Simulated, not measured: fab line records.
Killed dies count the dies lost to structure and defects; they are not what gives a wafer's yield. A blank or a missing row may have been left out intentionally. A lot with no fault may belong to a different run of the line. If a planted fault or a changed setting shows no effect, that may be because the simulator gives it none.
Chamber matching -- flow sky130 -- SKY_SONOS_TUNNEL_WET_ETCH_10 on wet_bench-03: 4 sister chambers
The step etches SiO2 in dHF, target depth 14 nm, time 280 s. 4 wafers are shown with their chamber, then 7 later ones without.

## WAFERS, EACH WITH ITS CHAMBER
wafer,chamber,run_length_s (s)
L363.6,0,307
L364.6,1,313
L365.3,3,306
L368.2,2,306

## WAFERS WITH NO CHAMBER GIVEN
wafer,run_length_s (s)
L368.5,306
L375.1,314
L375.3,314
L375.4,314
L376.3,307
L376.4,307
L376.6,307

## CHAMBER TAKEN BY EACH
wafer,from the rows above,in truth
L368.5,can't be placed: 2 or 3 or 0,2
L375.1,1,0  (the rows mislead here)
L375.3,1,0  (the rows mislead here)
L375.4,1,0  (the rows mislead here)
L376.3,can't be placed: 0 or 2 or 3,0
L376.4,can't be placed: 0 or 2 or 3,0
L376.6,can't be placed: 0 or 2 or 3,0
0 of 7 placed correctly. These rows do not allow placing 4 (true chamber among the candidates in 4). 3 placed wrongly.
How it was worked out, from the rows above alone: a wafer's distance from a chamber is the root of the sum, over the readings, of the square of ((its reading less the chamber's mean) divided by the reading's scatter). The wafer belongs to the nearest chamber; if the next one is less than 2 further off, it can't be placed. For every chamber, the mean is computed from those of its wafers that are shown. The scatter (one wafer shown for each chamber): square how far every hidden wafer sits from the nearest shown wafer, average those squares and take the square root.
